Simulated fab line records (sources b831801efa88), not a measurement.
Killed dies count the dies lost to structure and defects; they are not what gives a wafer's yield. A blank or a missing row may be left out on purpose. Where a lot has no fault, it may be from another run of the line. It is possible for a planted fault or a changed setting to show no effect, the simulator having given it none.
Problem report in the 8D (eight disciplines) form, filled by code || flow sky130 || the parts of the form that need people (team, actions taken, sign-off) are left out

== 1. WHAT IS WRONG ==
NWELL_00_OVL at SKY_NWELL_OVL_MEAS_10 reads a mean of 225.6 nm on 12 wafers of 4 lots; wafers without a fault read -0.1 nm with a standard deviation of 1.2. That is +99 or more standard deviations from the usual mean.
First seen on wafer L291.4, day 7 01:53, on overlay-02. Wafers with a number at this step in the record: 36, from 12 lots. The rule behind "out" and "out of limits": a value lying over 4 standard deviations away from the usual mean. Any other wafer with a number is counted as sound.

== 2. WHAT IT IS AND WHAT IT IS NOT ==
{"question": "which readings at this step", "is": "NWELL_00_OVL", "is not": "-"}
{"question": "which lots", "is": "L291, L294, L295, L297", "is not": "L284, L287, L288, L290, L292, L303, L305, L306"}
{"question": "which wafers of those lots", "is": "all that have a number", "is not": "-"}
{"question": "read on which gauges", "is": "overlay-01, overlay-02", "is not": "-"}
{"question": "when", "is": "from day 7 01:53", "is not": "up to then (12 sound wafers); but 12 sound wafers of L292, L303, L305, L306 came after"}

== 3. WHAT RULES OUT EACH SUSPECT ==
Counting: a tool at a process step up to the reading stays a suspect if it ran every lot that is out and no sound lot after the first of them.
- the gauge at SKY_NWELL_OVL_MEAS_10 is ruled out. Those wafers that are out were read across 2 gauges (overlay-01, overlay-02).
- iline stepper-02 at SKY_NWELL_EXPOSE_07 (exposes mask NWM, target cd 840 nm): kept. It ran every lot that is out, first L291 (day 6 16:42), and no sound lot after that; its last sound lot up to then is L290 (day 6 03:50).
The count leaves iline stepper-02 at SKY_NWELL_EXPOSE_07.

== 4. THE CAUSE (what the simulator had put in) ==
Scanner matching overlay: iline stepper-02, from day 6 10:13 on, at SKY_NWELL_EXPOSE_07. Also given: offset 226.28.
After counting, this tool was the only one left.

== 5. THE EFFECT CHAIN, in route order ==
Each row: a reading whose mean over the struck wafers that have a number lies more than 3 standard deviations from the usual. Only readings whose record carries a usual standard deviation are examined. hours: median over the lots of the time between each lot's start at the first step of this table that gives one and its start at this step. sigmas: the change, counted in usual standard deviations.
{"hours": 0, "step": "SKY_NWELL_OVL_MEAS_10", "reading": "NWELL_00_OVL", "usual": "-0.1 nm", "on struck wafers": 225.6, "change": "+225.7", "sigmas": "+99 or more"}
{"hours": 996, "step": "SKY_PAD_OPEN_PROBE_99", "reading": "killed at front end", "usual": 15, "on struck wafers": 422, "change": "+407", "sigmas": "+90"}
{"hours": 996, "step": "SKY_PAD_OPEN_PROBE_99", "reading": "killed dies", "usual": 86, "on struck wafers": 492, "change": "+406", "sigmas": "+44"}
{"hours": 996, "step": "SKY_PAD_OPEN_PROBE_99", "reading": "killed on rim", "usual": 17, "on struck wafers": 96, "change": "+79", "sigmas": "+23"}
Process steps it contains:
- SKY_PAD_OPEN_PROBE_99
Later measuring or inspecting steps at which every struck wafer that the step has a row for has a number for every such reading, and none has moved that far: SKY_VT_ADJUST_HVTP_TW_MEAS_11.

== 6. HOW IT WOULD HAVE BEEN CAUGHT EARLIER ==
The first out-of-limits reading at a measuring or inspecting step in this record came at day 7 01:53, 16 hours after the fault's start at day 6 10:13.
An alarm limit of 4 standard deviations would not have fired on the tool readings at SKY_NWELL_EXPOSE_07 for which the record gives a usual standard deviation, since none of them was out on any struck wafer.
Among the 4 lots that are out, L295, L297 began SKY_NWELL_EXPOSE_07 on iline stepper-02 after day 7 01:53. A hold on the tool at that time would have spared those 2.
